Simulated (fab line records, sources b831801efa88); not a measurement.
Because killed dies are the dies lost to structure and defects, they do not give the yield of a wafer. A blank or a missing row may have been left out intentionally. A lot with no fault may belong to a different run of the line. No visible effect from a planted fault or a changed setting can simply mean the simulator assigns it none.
Which tool is to blame? | flow sfq line | at 1 step of a route of 325, 14 lots with 42 wafers sampled

== WHAT THE GAUGES SHOWED, per wafer ==
No reading from a measuring or inspecting step in the record can be judged against a usual standard deviation.

== WHAT TOOL EACH LOT RAN ON (gives the tool, then ch and the chambers of the sampled wafers, and finally the start) ==
lot  | SFQ_TRILAYER_I5_LITHO_EXPOSE_145
L100 | krf scanner-01 ch 0, day 67 15:14
L102 | krf scanner-01 ch 0, day 67 20:50
L104 | krf scanner-01 ch 0, day 68 01:50
L105 | krf scanner-01 ch 0, day 68 03:26
L109 | krf scanner-01, day 68 16:26
L110 | krf scanner-01, day 68 19:50
L111 | krf scanner-01 ch 0, day 69 12:50
L112 | krf scanner-01 ch 0, day 69 16:14
L113 | krf scanner-01 ch 0, day 69 19:50
L115 | krf scanner-01 ch 0, day 70 08:50
L116 | krf scanner-01 ch 0, day 70 11:26
L118 | krf scanner-01 ch 0, day 70 17:14
L120 | krf scanner-02 ch 0, day 71 05:52
L121 | krf scanner-02 ch 0, day 71 09:16
- SFQ_TRILAYER_I5_LITHO_EXPOSE_145: exposes mask I5, target cd 700 nm.

== WHAT THE TOOLS THEMSELVES READ (means of the sampled wafers that have a number; where no wafer has one, the mark that the record gives instead) ==
SFQ_TRILAYER_I5_LITHO_EXPOSE_145.
lot  | tool           | exposure dose mJ cm2 | focus offset nm (nm)
L100 | krf scanner-01 | 21.321               | -0.4
L102 | krf scanner-01 | 21.295               | 0.2
L104 | krf scanner-01 | 21.284               | 0.2
L105 | krf scanner-01 | 21.272               | 0.1
L109 | krf scanner-01 | -                    | -
L110 | krf scanner-01 | -                    | -
L111 | krf scanner-01 | 21.260               | 0.3
L112 | krf scanner-01 | 21.329               | 0.4
L113 | krf scanner-01 | 21.294               | 0.2
L115 | krf scanner-01 | 21.311               | 0.1
L116 | krf scanner-01 | 21.299               | -0.4
L118 | krf scanner-01 | 21.297               | 0.0
L120 | krf scanner-02 | 21.292               | -0.3
L121 | krf scanner-02 | 21.286               | 0.1

== THE ANSWER, worked out from the rows above alone ==
Rule: what is usual is taken from the lots themselves. The widest of any qualifying gaps counts: lots, ordered by their means at a reading, are off when they make up no more than a third of the lots, leave a main group of 4 or more, and stand apart from it by 3 or more times the standard deviation of that group's means. A main group is skipped when, at the precision printed for the reading in the tables above, its means are all equal. A lot without any number at a reading at which 4 lots or more have one is off too. Any other lot the step has rows for is counted as sound. After the gauges, taken in route order, come the tools' own readings; for these a lot's mean is taken, as printed above. At the first step where some lot is off, the reading lying furthest off is the one used; lots without a number count as furthest.
Off: L109, L110 (SFQ_TRILAYER_I5_LITHO_EXPOSE_145, exposure dose mJ cm2). Without a number there: L109, L110. For the main group the mean is 21.295 and the standard deviation 0.018.
If a tool, at that step or one of the process steps before it, ran each lot that is off and ran no sound lot following the first of them, it fits. No candidate that was tried fits.

== WHAT THE SIMULATOR HAD PUT IN ==
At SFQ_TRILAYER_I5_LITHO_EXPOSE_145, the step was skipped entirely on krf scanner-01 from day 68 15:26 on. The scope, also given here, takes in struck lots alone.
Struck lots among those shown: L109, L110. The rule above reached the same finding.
